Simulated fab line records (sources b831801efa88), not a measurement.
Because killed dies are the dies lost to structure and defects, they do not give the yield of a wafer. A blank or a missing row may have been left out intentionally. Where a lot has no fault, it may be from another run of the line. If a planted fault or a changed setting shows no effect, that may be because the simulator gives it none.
Which of the tools did it?	flow gf180mcu	10 lots with 30 wafers sampled at 7 steps, on a route of 602 steps

== WHAT THE GAUGES READ, wafer by wafer ==
GF_HV_LDD_CD_MEAS_19: target cd 400 nm. Usual: cd_nm at 399.4 nm, with a standard deviation of 2.3.
lot	measured	on	cd_nm (nm)	flag
L424	day 11 16:51	cd_sem-01	401.3 400.3 401.7	
L429	day 13 06:34	cd_sem-02	400.7 401.9 399.5	
L430	day 13 12:34	cd_sem-01	400.6 398.8 397.6	
L432	day 14 06:08	cd_sem-02	398.0 397.8 398.1	
L433	day 14 16:51	cd_sem-02	400.7 398.8 401.2	
L434	day 15 05:28	cd_sem-01	397.5 397.3 393.2	
L437	day 16 00:37	cd_sem-02	399.5 400.1 401.1	
L442	day 17 10:07	cd_sem-01	401.9 400.5 400.1	
L443	day 17 13:42	cd_sem-02	398.2 399.3 397.2	
L444	day 18 00:18	cd_sem-02	401.6 402.9 400.7	

GF_PSD_TW_MEAS_11. Usual: PSD_TW gives 3160 (standard deviation 36).
lot	measured	on	PSD_TW	flag
L424	day 15 06:27	film_metro-02	3164 3167 3166	
L429	day 17 02:34	film_metro-01	3125 3136 3124	
L430	day 17 08:08	film_metro-02	3181 3185 3176	
L432	day 18 02:43	film_metro-01	3147 3124 3136	
L433	day 18 14:45	film_metro-01	3143 3118 3123	
L434	day 19 04:41	film_metro-02	3184 3171 3173	
L437	day 20 02:13	film_metro-01	3112 3137 3115	
L442	day 21 14:28	film_metro-01	2024 2039 2029	OFF
L443	day 21 17:52	film_metro-04	2072 2077 2089	OFF
L444	day 22 04:49	film_metro-04	3176 3184 3197	

GF_PSD_RS_MEAS_15: measures by four-point-probe. Usual: PSD_RS gives 108.45 ohm/sq (standard deviation 0.29).
lot	measured	on	PSD_RS (ohm/sq)	flag
L424	day 15 06:46	film_metro-01	108.61 108.66 108.95	
L429	day 17 02:52	film_metro-01	109.39 108.98 108.90	
L430	day 17 08:28	film_metro-04	107.92 108.13 108.30	
L432	day 18 03:02	film_metro-04	108.23 108.67 108.07	
L433	day 18 15:09	film_metro-04	108.86 108.87 108.66	
L434	day 19 05:00	film_metro-02	108.26 108.15 108.44	
L437	day 20 02:32	film_metro-04	108.11 108.07 108.08	
L442	day 21 14:47	film_metro-04	371.20 363.91 363.96	OFF
L443	day 21 18:11	film_metro-02	367.87 366.85 363.35	OFF
L444	day 22 05:07	film_metro-02	108.10 108.28 107.93	

== EACH LOT AND THE TOOL THAT RAN IT (in order: tool; ch and the chambers of the sampled wafers; start) ==
lot	GF_HV_LDD_STRIP_22	GF_PSD_IMPLANT_09	GF_PSD_STRIP_10	GF_PSD_RTA_13
L424	plasma_asher-04 ch 0,1, day 11 17:10	implanter-01 ch 0, day 15 06:12	plasma_asher-01 ch 0,1, day 15 06:21	rtp_anneal-01 ch 0, day 15 06:34
L429	plasma_asher-04 ch 0,1, day 13 06:53	implanter-04 ch 0, day 17 02:19	plasma_asher-01 ch 0,1, day 17 02:28	rtp_anneal-02 ch 0, day 17 02:40
L430	plasma_asher-02 ch 0,1, day 13 12:52	implanter-02 ch 0, day 17 07:54	plasma_asher-01 ch 0,1, day 17 08:01	rtp_anneal-02 ch 0, day 17 08:15
L432	plasma_asher-03 ch 0,1, day 14 06:26	implanter-01 ch 0, day 18 02:29	plasma_asher-04 ch 0,1, day 18 02:36	rtp_anneal-01 ch 0, day 18 02:50
L433	plasma_asher-03 ch 1, day 14 17:09	implanter-01 ch 0, day 18 14:30	plasma_asher-02 ch 0,1, day 18 14:39	rtp_anneal-01 ch 0, day 18 14:52
L434	plasma_asher-03 ch 0,1, day 15 05:45	implanter-01 ch 0, day 19 04:27	plasma_asher-04 ch 0,1, day 19 04:34	rtp_anneal-02 ch 0, day 19 04:47
L437	plasma_asher-03 ch 0,1, day 16 00:56	implanter-02 ch 0, day 20 01:58	plasma_asher-01 ch 0,1, day 20 02:07	rtp_anneal-02 ch 0, day 20 02:20
L442	plasma_asher-02 ch 0,1, day 17 10:25	implanter-02 ch 0, day 21 14:14	plasma_asher-02 ch 0,1, day 21 14:21	rtp_anneal-02 ch 0, day 21 14:35
L443	plasma_asher-02 ch 0,1, day 17 14:01	implanter-02 ch 0, day 21 17:37	plasma_asher-04 ch 0,1, day 21 17:46	rtp_anneal-01 ch 0, day 21 17:59
L444	plasma_asher-03 ch 0,1, day 18 00:36	implanter-01 ch 0, day 22 04:34	plasma_asher-02 ch 0,1, day 22 04:43	rtp_anneal-02 ch 0, day 22 04:55
- GF_HV_LDD_STRIP_22: strips in O2/N2.
- GF_PSD_IMPLANT_09
- GF_PSD_STRIP_10: strips in O2/N2.
- GF_PSD_RTA_13: time 20 s.

== WHAT THE TOOLS THEMSELVES READ (means of the sampled wafers that have a number; where no wafer has one, the mark that the record gives instead) ==
GF_HV_LDD_STRIP_22. Usual: drypump_motor_current_A 5.7 A, standard deviation 0.47; heater_power_w 317 W, standard deviation 26; oes_product_au 0.715 a.u., standard deviation 0.0047; strip_time_to_endpoint_s 12.61 s, standard deviation 0.037.
lot	tool	drypump_motor_current_A (A)	heater_power_w (W)	oes_product_au (a.u.)	strip_time_to_endpoint_s (s)	flag
L424	plasma_asher-04	5.9	299	0.712	12.56	
L429	plasma_asher-04	5.9	298	0.718	12.61	
L430	plasma_asher-02	5.8	286	0.716	12.58	
L432	plasma_asher-03	5.4	351	0.713	12.62	
L433	plasma_asher-03	6.0	326	0.714	12.58	
L434	plasma_asher-03	5.7	336	0.719	12.61	
L437	plasma_asher-03	5.7	337	0.716	12.59	
L442	plasma_asher-02	5.7	287	0.720	12.66	
L443	plasma_asher-02	5.8	288	0.720	12.64	
L444	plasma_asher-03	5.7	347	0.715	12.58	

GF_PSD_IMPLANT_09. Usual: beam_energy_keV 39.998, standard deviation 0.012; beam_on_s 10.01 s, standard deviation 0.22; dose_ions_cm2 1.5002e+15, standard deviation 1.5e+12; end_station_pressure_torr 1.17e-05 Torr, standard deviation 5.6e-07; faraday_current_uA 8243, standard deviation 180.
lot	tool	beam_energy_keV	beam_on_s (s)	dose_ions_cm2	end_station_pressure_torr (Torr)	faraday_current_uA	flag
L424	implanter-01	39.992	10.07	1.4989e+15	1.20e-05	8192	
L429	implanter-04	40.000	10.22	1.5014e+15	1.16e-05	8061	
L430	implanter-02	39.998	10.02	1.4995e+15	1.14e-05	8234	
L432	implanter-01	39.990	10.16	1.5007e+15	1.16e-05	8128	
L433	implanter-01	40.015	9.91	1.5009e+15	1.14e-05	8333	
L434	implanter-01	39.984	10.13	1.5006e+15	1.14e-05	8146	
L437	implanter-02	39.996	9.98	1.4999e+15	1.15e-05	8304	
L442	implanter-02	40.011	9.77	2.8680e+14	6.20e-06	1641	OFF
L443	implanter-02	39.998	9.87	2.8707e+14	6.67e-06	1625	OFF
L444	implanter-01	40.013	10.26	1.5004e+15	1.19e-05	8041	

GF_PSD_STRIP_10. Usual: drypump_motor_current_A 5.8 A, standard deviation 0.45; heater_power_w 307 W, standard deviation 23; oes_product_au 0.592 a.u., standard deviation 0.0045; strip_time_to_endpoint_s 16.54 s, standard deviation 0.04.
lot	tool	drypump_motor_current_A (A)	heater_power_w (W)	oes_product_au (a.u.)	strip_time_to_endpoint_s (s)	flag
L424	plasma_asher-01	5.6	341	0.588	16.45	
L429	plasma_asher-01	5.4	343	0.596	16.54	
L430	plasma_asher-01	5.6	339	0.593	16.54	
L432	plasma_asher-04	5.9	299	0.589	16.58	
L433	plasma_asher-02	5.7	284	0.590	16.53	
L434	plasma_asher-04	6.3	302	0.590	16.51	
L437	plasma_asher-01	5.4	342	0.590	16.49	
L442	plasma_asher-02	5.8	286	0.713	12.63	OFF
L443	plasma_asher-04	6.3	305	0.709	12.62	OFF
L444	plasma_asher-02	5.7	289	0.590	16.52	

GF_PSD_RTA_13. Usual: lamp_power_pct 34.5 %, standard deviation 2.7; wafer_temp_C_max 1031.0, standard deviation 1.4.
lot	tool	lamp_power_pct (%)	wafer_temp_C_max	flag
L424	rtp_anneal-01	31.6	1032.2	
L429	rtp_anneal-02	37.0	1029.9	
L430	rtp_anneal-02	37.0	1031.3	
L432	rtp_anneal-01	31.7	1032.7	
L433	rtp_anneal-01	31.7	1030.6	
L434	rtp_anneal-02	37.0	1029.9	
L437	rtp_anneal-02	37.0	1031.4	
L442	rtp_anneal-02	37.0	1029.0	
L443	rtp_anneal-01	31.6	1032.5	
L444	rtp_anneal-02	37.0	1029.7	

== THE ANSWER, worked out from the rows above alone ==
Rule: a lot is off if the mean of its wafers that have a number lies more than 3 standard deviations from the usual mean. A lot without any number at a reading at which 4 lots or more have one is off too. All remaining lots with rows at the step are treated as sound. After the gauges, taken in route order, come the tools' own readings; for these a lot's mean is taken, as printed above. At the first step where some lot is off, the reading lying furthest off is the one used; lots without a number count as furthest.
Off: L442, L443, at GF_PSD_TW_MEAS_11 (PSD_TW).
If a tool, at a process step before that reading, ran all the lots that are off and no sound lot after the first of them, it fits. The gauges at GF_PSD_TW_MEAS_11 aren't tried: what is off there is off at GF_PSD_IMPLANT_09 too, on other tools, and a gauge's error can't cause that. Undecided on this evidence; 2 tools fit (plasma_asher-02 at GF_HV_LDD_STRIP_22, implanter-02 at GF_PSD_IMPLANT_09).

== WHAT WAS PUT IN BY THE SIMULATOR ==
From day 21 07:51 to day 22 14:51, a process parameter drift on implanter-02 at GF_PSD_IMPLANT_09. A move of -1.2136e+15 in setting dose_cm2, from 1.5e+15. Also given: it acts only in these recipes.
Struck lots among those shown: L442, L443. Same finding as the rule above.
